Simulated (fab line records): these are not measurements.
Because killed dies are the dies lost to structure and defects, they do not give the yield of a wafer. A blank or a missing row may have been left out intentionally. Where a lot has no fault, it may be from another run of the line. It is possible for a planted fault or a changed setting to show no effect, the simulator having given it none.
fab line records -- flow gf180mcu -- part 1 of 2: steps 1 to 25 of 35
record lots=5, wafers=15, lastDay=33
route steps=602 shown V2@389 M3@409
lots that met no fault: taken from a fault-free run of the same line
startH: the number of hours between the record's first day and the start of the first shown wafer of the lot -- waitH: hours elapsed since this lot's preceding step -- " same as the row above -- L1.1+2: several wafers, shown together as one row -- - either no value or no given start -- * or withheld: withheld -- < > ~ a bound
route shown NAME@n: a module of which the file shows steps, and the number in the route of the first -- usual: average and standard deviation across the fault-free wafers -- same: alike in all rows -- chamber/n: place in a boat -- sites: the reading at each site -- _std_site: standard deviation across them -- _edge_site: the outer-site mean with the inner-site mean subtracted -- radiusMm: how far each site lies from the wafer's centre -- mask NAME#n: copy n -- behind: tool/chamber where the wafer was last shaped -- hold: why the lot went on hold/how many hours it stayed there/how the hold came to an end -- device: the transistor (n, p or np) that didn't switch -- end of line: tests run on the same wafers once the route is complete -- step lacking rows: just its recipe -- killed: dies that structure and defects cost at the first sort, which is not the same as the wafer's yield -- map: per-die view of a wafer (x killed, . not killed, _ where there is no die)
set.NAME: the setting as run; set.NAME@STEP: as run at that earlier step -- model.NAME: the simulator's own value behind a step, which no gauge read
lots seen at some steps along the route; tables by step, rows by wafer
services: from which hour (startH, from the record's first day; less than 0 if before it) a tool's chamber was out of use, for how many hours, and why
## steps
# step GF_V2_HMDS_07
# recipe primeTimeS=60, primeTempC=120
# usual chillPlateTempC=23.00/0.095
lot.wafer,tool,chamber,startH,waitH,chillPlateTempC
L076.3,lithoTrack-01,0,464.45,0.1,22.97
L076.5,lithoTrack-01,0,464.45,0.1,22.90
L076.6,lithoTrack-01,0,464.45,0.1,22.94
L079.2,lithoTrack-01,0,494.32,0.1,22.99
L079.4,lithoTrack-01,0,494.32,0.1,23.01
L079.5,lithoTrack-01,0,494.32,0.1,22.92
L090.2,lithoTrack-03,0,592.24,0.1,22.82
L090.3,lithoTrack-03,0,592.24,0.1,22.93
L090.6,lithoTrack-03,0,592.24,0.1,22.98
L091.1,lithoTrack-02,0,596.50,0.1,23.03
L091.5,lithoTrack-02,0,596.50,0.1,22.85
L091.6,lithoTrack-02,0,596.50,0.1,22.96
L094.1,lithoTrack-03,0,619.97,0.1,22.92
L094.3,lithoTrack-03,0,619.97,0.1,23.00
L094.5,lithoTrack-03,0,619.97,0.1,22.99
# step GF_V2_COAT_08
# recipe resist=BARC, tempC=withheld, timeS=withheld, spinRpm=withheld, resistThkNm=withheld
# usual chillPlateTempC=*
lot.wafer,tool,chamber,startH,waitH,chillPlateTempC
L076.3,lithoTrack-01,0,464.60,0.1,*
L076.5,lithoTrack-01,0,464.60,0.1,*
L076.6,lithoTrack-01,0,464.60,0.1,*
L079.2,lithoTrack-01,0,494.47,0.1,*
L079.4,lithoTrack-01,0,494.47,0.1,*
L079.5,lithoTrack-01,0,494.47,0.1,*
L090.2,lithoTrack-03,0,592.39,0.1,*
L090.3,lithoTrack-03,0,592.39,0.1,*
L090.6,lithoTrack-03,0,592.39,0.1,*
L091.1,lithoTrack-02,0,596.65,0.1,*
L091.5,lithoTrack-02,0,596.65,0.1,*
L091.6,lithoTrack-02,0,596.65,0.1,*
L094.1,lithoTrack-03,0,620.12,0.1,*
L094.3,lithoTrack-03,0,620.12,0.1,*
L094.5,lithoTrack-03,0,620.12,0.1,*
# step GF_V2_COAT_09
# recipe resist=KrF, spinRpm=withheld, resistThkNm=989.2
# usual chillPlateTempC=23.01/0.11
lot.wafer,tool,chamber,startH,waitH,chillPlateTempC
L076.3,lithoTrack-01,0,-,-,22.98
L076.5,lithoTrack-01,0,-,-,22.94
L076.6,lithoTrack-01,0,-,-,23.16
L079.2,lithoTrack-01,0,-,-,23.21
L079.4,lithoTrack-01,0,-,-,23.03
L079.5,lithoTrack-01,0,-,-,22.93
L090.2,lithoTrack-03,0,-,-,22.86
L090.3,lithoTrack-03,0,-,-,22.90
L090.6,lithoTrack-03,0,-,-,23.01
L091.1,lithoTrack-02,0,-,-,22.97
L091.5,lithoTrack-02,0,-,-,22.96
L091.6,lithoTrack-02,0,-,-,23.00
L094.1,lithoTrack-03,0,-,-,22.96
L094.3,lithoTrack-03,0,-,-,23.02
L094.5,lithoTrack-03,0,-,-,23.09
# step GF_V2_SOFTBAKE_10
# recipe tempC=130, timeS=60, resist=KrF
# usual chillPlateTempC=22.99/0.11
lot.wafer,tool,chamber,startH,waitH,chillPlateTempC
L076.3,lithoTrack-01,0,-,-,23.10
L076.5,lithoTrack-01,0,-,-,23.11
L076.6,lithoTrack-01,0,-,-,23.10
L079.2,lithoTrack-01,0,-,-,23.00
L079.4,lithoTrack-01,0,-,-,23.13
L079.5,lithoTrack-01,0,-,-,23.02
L090.2,lithoTrack-03,0,-,-,22.97
L090.3,lithoTrack-03,0,-,-,22.93
L090.6,lithoTrack-03,0,-,-,23.07
L091.1,lithoTrack-02,0,-,-,22.83
L091.5,lithoTrack-02,0,-,-,23.00
L091.6,lithoTrack-02,0,-,-,22.97
L094.1,lithoTrack-03,0,-,-,22.94
L094.3,lithoTrack-03,0,-,-,22.95
L094.5,lithoTrack-03,0,-,-,23.03
# step GF_V2_EXPOSE_11
# recipe maskId=Via2, targetCdNm=260, na=0.68, sourceShape=conventional, sigmaOuter=0.6, doseMj=38
# usual exposureDoseMJCm2=38.07/0.24
# same sigmaOuter=0.6
lot.wafer,tool,chamber,startH,waitH,mask,exposureDoseMJCm2
L076.3,krfScanner-01,0,-,-,Via2#0,38.34
L076.5,krfScanner-01,0,-,-,Via2#0,38.36
L076.6,krfScanner-01,0,-,-,Via2#0,38.34
L079.2,krfScanner-01,0,-,-,Via2#0,38.33
L079.4,krfScanner-01,0,-,-,Via2#0,38.33
L079.5,krfScanner-01,0,-,-,Via2#0,38.30
L090.2,krfScanner-01,0,-,-,Via2#0,38.32
L090.3,krfScanner-01,0,-,-,Via2#0,38.33
L090.6,krfScanner-01,0,-,-,Via2#0,38.27
L091.1,krfScanner-02,0,-,-,Via2#0,37.83
L091.5,krfScanner-02,0,-,-,Via2#0,37.80
L091.6,krfScanner-02,0,-,-,Via2#0,37.82
L094.1,krfScanner-01,0,-,-,Via2#0,38.34
L094.3,krfScanner-01,0,-,-,Via2#0,38.36
L094.5,krfScanner-01,0,-,-,Via2#0,38.30
# step GF_V2_PEB_12
# recipe pebTempC=135, pebTimeS=90, resist=KrF
# usual chillPlateTempC=23.01/0.11
lot.wafer,tool,chamber,startH,waitH,chillPlateTempC
L076.3,lithoTrack-01,0,-,-,22.98
L076.5,lithoTrack-01,0,-,-,23.00
L076.6,lithoTrack-01,0,-,-,22.90
L079.2,lithoTrack-03,0,-,-,23.03
L079.4,lithoTrack-03,0,-,-,22.88
L079.5,lithoTrack-03,0,-,-,22.97
L090.2,lithoTrack-03,0,-,-,22.85
L090.3,lithoTrack-03,0,-,-,22.96
L090.6,lithoTrack-03,0,-,-,23.05
L091.1,lithoTrack-01,0,-,-,23.00
L091.5,lithoTrack-01,0,-,-,23.07
L091.6,lithoTrack-01,0,-,-,22.95
L094.1,lithoTrack-02,0,-,-,23.19
L094.3,lithoTrack-02,0,-,-,23.00
L094.5,lithoTrack-02,0,-,-,23.21
# step GF_V2_DEVELOP_13
# recipe developTimeS=60, resist=KrF, devTempC=21
# usual chillPlateTempC=23.00/0.12
lot.wafer,tool,chamber,startH,waitH,chillPlateTempC
L076.3,lithoTrack-01,0,477.15,0.1,23.09
L076.5,lithoTrack-01,0,477.15,0.1,23.08
L076.6,lithoTrack-01,0,477.15,0.1,22.92
L079.2,lithoTrack-03,0,506.34,0.2,23.04
L079.4,lithoTrack-03,0,506.34,0.2,23.09
L079.5,lithoTrack-03,0,506.34,0.2,23.01
L090.2,lithoTrack-03,0,603.39,0.2,22.97
L090.3,lithoTrack-03,0,603.39,0.2,22.93
L090.6,lithoTrack-03,0,603.39,0.2,22.92
L091.1,lithoTrack-01,0,607.50,0.2,23.01
L091.5,lithoTrack-01,0,607.50,0.2,23.06
L091.6,lithoTrack-01,0,607.50,0.2,23.07
L094.1,lithoTrack-02,0,630.25,0.2,22.58
L094.3,lithoTrack-02,0,630.25,0.2,22.69
L094.5,lithoTrack-02,0,630.25,0.2,22.92
# step GF_V2_CD_MEAS_14
# recipe targetCdNm=260
# usual cdNm=259.9/1.4
lot.wafer,tool,chamber,startH,waitH,cdNm
L076.3,cdSem-01,-,477.29,0.1,259.4
L076.5,cdSem-01,-,477.29,0.1,258.4
L076.6,cdSem-01,-,477.29,0.1,258.5
L079.2,cdSem-01,-,506.49,0.1,260.8
L079.4,cdSem-01,-,506.49,0.1,260.2
L079.5,cdSem-01,-,506.49,0.1,260.8
L090.2,cdSem-02,-,603.54,0.1,261.6
L090.3,cdSem-02,-,603.54,0.1,262.4
L090.6,cdSem-02,-,603.54,0.1,263.3
L091.1,cdSem-02,-,607.65,0.1,259.2
L091.5,cdSem-02,-,607.65,0.1,258.3
L091.6,cdSem-02,-,607.65,0.1,259.8
L094.1,cdSem-01,-,630.40,0.1,259.6
L094.3,cdSem-01,-,630.40,0.1,258.7
L094.5,cdSem-01,-,630.40,0.1,258.8
# step GF_V2_OVL_MEAS_15
# usual V2_OVL=-4/5.8
lot.wafer,tool,chamber,startH,waitH,V2_OVL[nm]
L076.3,overlay-02,-,477.38,0.1,0
L076.5,overlay-02,-,477.38,0.1,-1
L076.6,overlay-02,-,477.38,0.1,-6
L079.2,overlay-01,-,506.60,0.1,1
L079.4,overlay-01,-,506.60,0.1,0
L079.5,overlay-01,-,506.60,0.1,9
L090.2,overlay-01,-,603.64,0.1,-5
L090.3,overlay-01,-,603.64,0.1,7
L090.6,overlay-01,-,603.64,0.1,-9
L091.1,overlay-02,-,607.77,0.1,3
L091.5,overlay-02,-,607.77,0.1,-6
L091.6,overlay-02,-,607.77,0.1,-12
L094.1,overlay-01,-,630.52,0.1,-2
L094.3,overlay-01,-,630.52,0.1,-1
L094.5,overlay-01,-,630.52,0.1,-6
# step GF_V2_ETCH_16
# recipe chemistry=N2/H2, targetDepthA=withheld, overetchA=withheld, timeS=withheld, target=BARC, ionEnergyEv=200, sourceW=500, biasW=100, pressureMtorr=30, n2FlowSccm=100, h2FlowSccm=200
# usual drypumpMotorCurrentA=5.5/0.48, oesProductAu=0.855/0.0051, throttleValvePct=13.225/0.0079
lot.wafer,tool,chamber,startH,waitH,drypumpMotorCurrentA,oesProductAu,throttleValvePct
L076.3,rieDiel-01,2,477.40,0.0,4.8,0.859,13.223
L076.5,rieDiel-01,1,477.40,0.0,5.0,0.855,13.227
L076.6,rieDiel-01,2,477.40,0.0,4.8,0.865,13.225
L079.2,rieDiel-03,0,506.63,0.0,5.4,0.860,13.237
L079.4,rieDiel-03,2,506.63,0.0,5.4,0.852,13.220
L079.5,rieDiel-03,3,506.63,0.0,6.2,0.842,13.211
L090.2,rieDiel-04,2,603.67,0.0,6.1,0.853,13.228
L090.3,rieDiel-04,3,603.67,0.0,5.8,0.857,13.216
L090.6,rieDiel-04,2,603.67,0.0,6.1,0.852,13.223
L091.1,rieDiel-04,0,607.80,0.0,6.4,0.859,13.214
L091.5,rieDiel-04,2,607.80,0.0,6.1,0.866,13.232
L091.6,rieDiel-04,3,607.80,0.0,5.8,0.863,13.221
L094.1,rieDiel-01,2,630.55,0.0,4.8,0.860,13.227
L094.3,rieDiel-01,1,630.55,0.0,5.1,0.854,13.202
L094.5,rieDiel-01,1,630.55,0.0,5.1,0.855,13.229
# step GF_V2_ETCH_17
# recipe chemistry=C4F8/O2/Ar, maskMaterial=KrF, target=SiO2, stopOn=TiN, sourceW=1500, biasW=1200, pressureMtorr=40, c4f8FlowSccm=withheld, O2_flow_sccm=6, Ar_flow_sccm=300, timeS=withheld, targetDepthA=6300
# usual oesProductAu=0.855/0.0046
lot.wafer,tool,chamber,startH,waitH,oesProductAu
L076.3,rieDiel-01,2,-,-,0.857
L076.5,rieDiel-01,1,-,-,0.858
L076.6,rieDiel-01,2,-,-,0.860
L079.2,rieDiel-03,0,-,-,0.852
L079.4,rieDiel-03,2,-,-,0.856
L079.5,rieDiel-03,3,-,-,0.849
L090.2,rieDiel-04,2,-,-,0.858
L090.3,rieDiel-04,3,-,-,0.848
L090.6,rieDiel-04,2,-,-,0.860
L091.1,rieDiel-04,0,-,-,0.844
L091.5,rieDiel-04,2,-,-,0.847
L091.6,rieDiel-04,3,-,-,0.849
L094.1,rieDiel-01,2,-,-,0.852
L094.3,rieDiel-01,1,-,-,0.854
L094.5,rieDiel-01,1,-,-,0.862
# step GF_V2_STRIP_18
# recipe chemistry=O2/N2, powerW=1400, pressureMtorr=1500, platenTempC=250, o2FlowSccm=3000, n2FlowSccm=300, overashFraction=0.5
# usual drypumpMotorCurrentA=5.8/0.48, heaterPowerW=306/23, oesProductAu=0.588/0.0049
lot.wafer,tool,chamber,startH,waitH,drypumpMotorCurrentA,heaterPowerW,oesProductAu,rfHoursCounterH
L076.3,plasmaAsher-04,0,477.57,-,6.7,308,0.584,-
L076.5,plasmaAsher-04,0,477.57,-,6.7,303,0.596,-
L076.6,plasmaAsher-04,1,477.57,-,5.5,303,0.593,-
L079.2,plasmaAsher-04,0,506.75,-,6.7,310,0.588,89
L079.4,plasmaAsher-04,0,506.75,-,6.7,307,0.595,-
L079.5,plasmaAsher-04,1,506.75,-,5.5,293,0.592,-
L090.2,plasmaAsher-04,1,603.80,-,5.4,294,0.585,97
L090.3,plasmaAsher-04,0,603.80,-,6.7,312,0.590,-
L090.6,plasmaAsher-04,0,603.80,-,6.7,312,0.591,-
L091.1,plasmaAsher-03,1,607.93,-,6.0,336,0.588,87
L091.5,plasmaAsher-03,1,607.93,-,6.0,328,0.590,-
L091.6,plasmaAsher-03,0,607.93,-,5.1,357,0.589,-
L094.1,plasmaAsher-02,1,630.68,-,5.7,285,0.590,54
L094.3,plasmaAsher-02,0,630.68,-,5.9,298,0.583,-
L094.5,plasmaAsher-02,1,630.68,-,5.7,283,0.584,-
# step GF_V2_STRIP_19
# recipe chemistry=postEtchResidueRemover, timeS=1200, tempC=72.5
lot.wafer,tool,chamber,startH,waitH
L076.3+5+6,wetBench-02,2,477.63,0.0
L079.2+4+5,wetBench-01,3,506.85,0.1
L090.2+3+6,wetBench-04,3,603.90,0.1
L091.1+5+6,wetBench-04,1,608.03,0.1
L094.1+3+5,wetBench-02,1,630.78,0.1
# step GF_V2_CLEAN_20
# recipe chemistry=DIW, dry=n2Spin
lot.wafer,tool,chamber,startH,waitH
L076.3+5+6,wetBench-01,0,477.97,0.0
L079.2+4+5,wetBench-04,3,507.20,0.0
L090.2+3+6,wetBench-04,1,604.28,0.0
L091.1+5+6,wetBench-02,3,608.44,0.0
L094.1+3+5,wetBench-04,2,631.12,0.0
# step GF_V2_SPUTTER_21
# recipe material=Ti, targetThkNm=15, chamberPressurePa=5, powerW=2500, substrateTempC=200, timeS=80.02
# usual throttleValvePct=30.6/0.75
lot.wafer,tool,chamber,startH,waitH,throttleValvePct
L076.3,pvdSputter-04,-,478.07,0.0,29.0
L076.5,pvdSputter-04,-,478.07,0.0,29.0
L076.6,pvdSputter-04,-,478.07,0.0,29.4
L079.2,pvdSputter-03,-,507.29,0.0,30.0
L079.4,pvdSputter-03,-,507.29,0.0,30.4
L079.5,pvdSputter-03,-,507.29,0.0,30.3
L090.2,pvdSputter-01,-,604.38,0.0,31.7
L090.3,pvdSputter-01,-,604.38,0.0,31.7
L090.6,pvdSputter-01,-,604.38,0.0,31.5
L091.1,pvdSputter-04,-,608.54,0.0,29.4
L091.5,pvdSputter-04,-,608.54,0.0,30.0
L091.6,pvdSputter-04,-,608.54,0.0,30.4
L094.1,pvdSputter-03,-,631.22,0.0,30.3
L094.3,pvdSputter-03,-,631.22,0.0,30.8
L094.5,pvdSputter-03,-,631.22,0.0,30.7
# step GF_V2_SPUTTER_22
# recipe material=TiN, targetThkNm=10, chamberPressurePa=5, powerW=4000, timeS=40
# usual throttleValvePct=30.6/0.74
lot.wafer,tool,chamber,startH,waitH,throttleValvePct
L076.3,pvdSputter-04,-,478.14,0.0,29.0
L076.5,pvdSputter-04,-,478.14,0.0,28.7
L076.6,pvdSputter-04,-,478.14,0.0,29.6
L079.2,pvdSputter-03,-,507.35,0.0,30.1
L079.4,pvdSputter-03,-,507.35,0.0,30.2
L079.5,pvdSputter-03,-,507.35,0.0,30.4
L090.2,pvdSputter-01,-,604.44,0.0,31.8
L090.3,pvdSputter-01,-,604.44,0.0,31.7
L090.6,pvdSputter-01,-,604.44,0.0,31.5
L091.1,pvdSputter-04,-,608.60,0.0,29.4
L091.5,pvdSputter-04,-,608.60,0.0,30.1
L091.6,pvdSputter-04,-,608.60,0.0,30.2
L094.1,pvdSputter-03,-,631.28,0.0,30.4
L094.3,pvdSputter-03,-,631.28,0.0,31.1
L094.5,pvdSputter-03,-,631.28,0.0,30.8
# step GF_V2_CVD_23
# recipe material=W, targetThkNm=350, timeS=104.94, tempC=400, pressureTorr=40
# usual heaterPowerOuterW=477/42, heaterPowerW=762/65
lot.wafer,tool,chamber,startH,waitH,heaterPowerOuterW,heaterPowerW
L076.3,cvdW-01,0,478.21,0.1,419,725
L076.5,cvdW-01,0,478.21,0.1,432,691
L076.6,cvdW-01,1,478.21,0.1,489,777
L079.2,cvdW-01,0,507.39,0.0,427,702
L079.4,cvdW-01,1,507.39,0.0,496,790
L079.5,cvdW-01,0,507.39,0.0,430,701
L090.2,cvdW-01,0,604.48,0.0,420,731
L090.3,cvdW-01,1,604.48,0.0,470,778
L090.6,cvdW-01,0,604.48,0.0,432,690
L091.1,cvdW-01,1,608.64,0.0,495,783
L091.5,cvdW-01,1,608.64,0.0,489,772
L091.6,cvdW-01,0,608.64,0.0,433,713
L094.1,cvdW-02,0,631.32,0.0,570,908
L094.3,cvdW-02,1,631.32,0.0,487,753
L094.5,cvdW-02,1,631.32,0.0,506,709
# step GF_V2_RS_MEAS_24
# recipe thkMeasGauge=four-point-probe, reads=W_of_V2_CVD_23+TiN_of_V2_SPUTTER_22+Ti_of_V2_SPUTTER_21
# usual V2_W_RS=0.327/0.0056
lot.wafer,tool,chamber,startH,waitH,V2_W_RS[ohm/sq]
L076.3,filmMetro-04,-,478.33,0.1,0.328
L076.5,filmMetro-04,-,478.33,0.1,0.331
L076.6,filmMetro-04,-,478.33,0.1,0.328
L079.2,filmMetro-03,-,507.52,0.1,0.333
L079.4,filmMetro-03,-,507.52,0.1,0.330
L079.5,filmMetro-03,-,507.52,0.1,0.332
L090.2,filmMetro-04,-,604.61,0.1,0.326
L090.3,filmMetro-04,-,604.61,0.1,0.325
L090.6,filmMetro-04,-,604.61,0.1,0.327
L091.1,filmMetro-01,-,608.75,0.1,0.331
L091.5,filmMetro-01,-,608.75,0.1,0.331
L091.6,filmMetro-01,-,608.75,0.1,0.330
L094.1,filmMetro-04,-,631.43,0.1,0.316
L094.3,filmMetro-04,-,631.43,0.1,0.328
L094.5,filmMetro-04,-,631.43,0.1,0.329
# step GF_V2_THK_MEAS_25
# recipe thkMeasGauge=xrf, reads=W_of_V2_CVD_23
# usual V2_W_THK=357/6.5
lot.wafer,tool,chamber,startH,waitH,V2_W_THK[nm]
L076.3,filmMetro-04,-,478.43,0.1,350
L076.5,filmMetro-04,-,478.43,0.1,347
L076.6,filmMetro-04,-,478.43,0.1,351
L079.2,filmMetro-03,-,507.63,0.1,355
L079.4,filmMetro-03,-,507.63,0.1,358
L079.5,filmMetro-03,-,507.63,0.1,355
L090.2,filmMetro-04,-,604.72,0.1,356
L090.3,filmMetro-04,-,604.72,0.1,359
L090.6,filmMetro-04,-,604.72,0.1,357
L091.1,filmMetro-01,-,608.87,0.1,355
L091.5,filmMetro-01,-,608.87,0.1,355
L091.6,filmMetro-01,-,608.87,0.1,356
L094.1,filmMetro-04,-,631.55,0.1,364
L094.3,filmMetro-04,-,631.55,0.1,350
L094.5,filmMetro-04,-,631.55,0.1,351
# step GF_V2_CMP_26
# recipe stopOn=SiO2, downForcePsi=3.5, platenRpm=60, tOverpolishS=15, targetThkNm=0, padVelocityMS=0.94248
# usual motorCurrentA=10.8/0.76, overpolishRunS=15.000/0.0096, timeToEndpointS=83.6/2.8
lot.wafer,tool,chamber,startH,waitH,motorCurrentA,overpolishRunS,timeToEndpointS
L076.3,cmp-01,1,478.62,0.2,10.4,15.002,82.7
L076.5,cmp-01,2,478.62,0.2,11.6,14.991,84.5
L076.6,cmp-01,3,478.62,0.2,10.3,14.997,83.9
L079.2,cmp-01,2,507.73,0.1,11.5,14.994,83.8
L079.4,cmp-01,0,507.73,0.1,10.4,15.002,84.3
L079.5,cmp-01,1,507.73,0.1,10.4,15.008,80.9
L090.3,cmp-02,3,604.77,0.0,9.9,15.010,84.2
L090.2,cmp-02,2,604.77,0.0,12.1,15.001,84.6
L090.6,cmp-02,3,604.77,0.0,10.3,15.003,86.2
L091.1,cmp-01,1,608.93,0.1,10.9,14.988,82.3
L091.6,cmp-01,1,608.93,0.1,10.5,15.008,85.1
L091.5,cmp-01,2,608.93,0.1,11.0,15.001,82.4
L094.1,cmp-02,2,631.66,0.1,11.5,14.979,84.1
L094.3,cmp-02,0,631.66,0.1,12.1,14.995,83.6
L094.5,cmp-02,3,631.66,0.1,9.7,14.998,80.3
# step GF_M3_SPUTTER_00
# recipe material=Ti, targetThkNm=37.5, arrivingIonEnergyEv=80, substrateTempC=200, chamberPressurePa=2, powerW=4000, timeS=150
# usual throttleValvePct=30.4/0.79
lot.wafer,tool,chamber,startH,waitH,throttleValvePct
L076.3,pvdSputter-03,-,478.77,0.1,30.8
L076.5,pvdSputter-03,-,478.77,0.1,30.1
L076.6,pvdSputter-03,-,478.77,0.1,31.1
L079.2,pvdSputter-02,-,507.98,0.2,29.7
L079.4,pvdSputter-02,-,507.98,0.2,31.8
L079.5,pvdSputter-02,-,507.98,0.2,30.0
L090.2,pvdSputter-03,-,605.07,0.1,30.8
L090.3,pvdSputter-03,-,605.07,0.1,30.4
L090.6,pvdSputter-03,-,605.07,0.1,30.2
L091.1,pvdSputter-02,-,609.23,0.2,31.3
L091.5,pvdSputter-02,-,609.23,0.2,31.6
L091.6,pvdSputter-02,-,609.23,0.2,29.2
L094.1,pvdSputter-04,-,631.96,0.2,28.9
L094.3,pvdSputter-04,-,631.96,0.2,29.8
L094.5,pvdSputter-04,-,631.96,0.2,30.4
# step GF_M3_SPUTTER_01
# recipe material=TiN, targetThkNm=30, powerW=6500, timeS=25, chamberPressurePa=0.4
# usual throttleValvePct=30.3/0.79
lot.wafer,tool,chamber,startH,waitH,throttleValvePct
L076.3,pvdSputter-03,-,478.87,0.1,31.2
L076.5,pvdSputter-03,-,478.87,0.1,30.1
L076.6,pvdSputter-03,-,478.87,0.1,31.1
L079.2,pvdSputter-02,-,508.08,0.1,30.0
L079.4,pvdSputter-02,-,508.08,0.1,31.3
L079.5,pvdSputter-02,-,508.08,0.1,29.9
L090.2,pvdSputter-03,-,605.17,0.1,31.0
L090.3,pvdSputter-03,-,605.17,0.1,30.3
L090.6,pvdSputter-03,-,605.17,0.1,30.3
L091.1,pvdSputter-02,-,609.33,0.1,31.3
L091.5,pvdSputter-02,-,609.33,0.1,31.4
L091.6,pvdSputter-02,-,609.33,0.1,29.0
L094.1,pvdSputter-04,-,632.06,0.1,28.8
L094.3,pvdSputter-04,-,632.06,0.1,29.2
L094.5,pvdSputter-04,-,632.06,0.1,30.4
# step GF_M3_SPUTTER_02
# recipe material=AlCu, targetThkNm=450, powerW=10600, timeS=23.9, chamberPressurePa=0.4
# usual throttleValvePct=30.4/0.79
lot.wafer,tool,chamber,startH,waitH,throttleValvePct
L076.3,pvdSputter-03,-,478.90,0.0,31.0
L076.5,pvdSputter-03,-,478.90,0.0,30.5
L076.6,pvdSputter-03,-,478.90,0.0,31.1
L079.2,pvdSputter-02,-,508.11,0.0,30.0
L079.4,pvdSputter-02,-,508.11,0.0,31.6
L079.5,pvdSputter-02,-,508.11,0.0,29.9
L090.2,pvdSputter-03,-,605.20,0.0,30.9
L090.3,pvdSputter-03,-,605.20,0.0,30.4
L090.6,pvdSputter-03,-,605.20,0.0,30.2
L091.1,pvdSputter-02,-,609.36,0.0,31.6
L091.5,pvdSputter-02,-,609.36,0.0,31.4
L091.6,pvdSputter-02,-,609.36,0.0,29.0
L094.1,pvdSputter-04,-,632.09,0.0,28.8
L094.3,pvdSputter-04,-,632.09,0.0,29.3
L094.5,pvdSputter-04,-,632.09,0.0,30.3
# step GF_M3_SPUTTER_03
# recipe material=Ti, targetThkNm=10, substrateTempC=300, chamberPressurePa=0.3, powerW=3000, timeS=6.7
# usual throttleValvePct=30.4/0.78
lot.wafer,tool,chamber,startH,waitH,throttleValvePct
L076.3,pvdSputter-03,-,478.93,0.0,31.4
L076.5,pvdSputter-03,-,478.93,0.0,30.5
L076.6,pvdSputter-03,-,478.93,0.0,31.2
L079.2,pvdSputter-02,-,508.14,0.0,30.0
L079.4,pvdSputter-02,-,508.14,0.0,31.7
L079.5,pvdSputter-02,-,508.14,0.0,30.2
L090.2,pvdSputter-03,-,605.23,0.0,30.9
L090.3,pvdSputter-03,-,605.23,0.0,30.3
L090.6,pvdSputter-03,-,605.23,0.0,30.3
L091.1,pvdSputter-02,-,609.39,0.0,31.5
L091.5,pvdSputter-02,-,609.39,0.0,31.6
L091.6,pvdSputter-02,-,609.39,0.0,29.3
L094.1,pvdSputter-04,-,632.12,0.0,28.8
L094.3,pvdSputter-04,-,632.12,0.0,29.5
L094.5,pvdSputter-04,-,632.12,0.0,30.4
# step GF_M3_SPUTTER_04
# recipe material=TiN, targetThkNm=50, powerW=6500, timeS=41.7, chamberPressurePa=0.4
# usual throttleValvePct=30.4/0.81
lot.wafer,tool,chamber,startH,waitH,throttleValvePct
L076.3,pvdSputter-03,-,478.95,0.0,31.0
L076.5,pvdSputter-03,-,478.95,0.0,30.4
L076.6,pvdSputter-03,-,478.95,0.0,31.2
L079.2,pvdSputter-02,-,508.16,0.0,29.6
L079.4,pvdSputter-02,-,508.16,0.0,31.6
L079.5,pvdSputter-02,-,508.16,0.0,30.1
L090.2,pvdSputter-03,-,605.25,0.0,31.0
L090.3,pvdSputter-03,-,605.25,0.0,30.6
L090.6,pvdSputter-03,-,605.25,0.0,30.2
L091.1,pvdSputter-02,-,609.41,0.0,31.6
L091.5,pvdSputter-02,-,609.41,0.0,31.4
L091.6,pvdSputter-02,-,609.41,0.0,29.4
L094.1,pvdSputter-04,-,632.14,0.0,29.0
L094.3,pvdSputter-04,-,632.14,0.0,29.6
L094.5,pvdSputter-04,-,632.14,0.0,30.6
